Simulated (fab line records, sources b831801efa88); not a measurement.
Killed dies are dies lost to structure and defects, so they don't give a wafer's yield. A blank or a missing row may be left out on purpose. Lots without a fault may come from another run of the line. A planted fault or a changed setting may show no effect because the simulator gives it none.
Chamber matching | flow sky130 | SKY_VIA1_CMP_02 on cmp-01: 4 sister chambers
The step polishes SiO2. 4 wafers are shown with their chamber, then 10 later ones without.

WAFERS WITH THEIR CHAMBER
wafer  | chamber | motor_current_A (A)
L086.6 | 2       | 13.7
L090.6 | 1       | 12.2
L092.1 | 3       | 11.0
L092.4 | 0       | 11.9

WAFERS WITHOUT THEIR CHAMBER
wafer  | motor_current_A (A)
L092.5 | 11.8
L094.3 | 15.1
L094.4 | 11.7
L094.6 | 12.2
L096.2 | 12.2
L096.3 | 11.2
L096.5 | 11.3
L097.1 | 12.7
L097.5 | 15.4
L097.6 | 11.2

WHICH CHAMBER EACH WENT THROUGH
wafer  | from the rows above               | in truth
L092.5 | can't be placed: 0 or 1 or 3      | 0
L094.3 | 2                                 | 2
L094.4 | can't be placed: 0 or 1 or 3      | 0
L094.6 | can't be placed: 1 or 0 or 3      | 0
L096.2 | can't be placed: 1 or 0 or 3      | 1
L096.3 | can't be placed: 3 or 0 or 1      | 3
L096.5 | can't be placed: 3 or 0 or 1      | 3
L097.1 | can't be placed: 1 or 0 or 2 or 3 | 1
L097.5 | 2                                 | 2
L097.6 | can't be placed: 3 or 0 or 1      | 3
Placed correctly: 2 of 10. Can't be placed from these rows: 8 (the true chamber is among the candidates in 8). Placed wrongly: 0.
How it was worked out, from the rows above alone: a wafer's distance from a chamber is the root of the sum, over the readings, of the square of ((its reading less the chamber's mean) divided by the reading's scatter). The wafer belongs to the nearest chamber; if the next one is less than 2 further off, it can't be placed. A chamber's mean is the mean of its shown wafers. The scatter: with one shown wafer a chamber, the root of the mean of the squares of how far each hidden wafer lies from its nearest shown one.
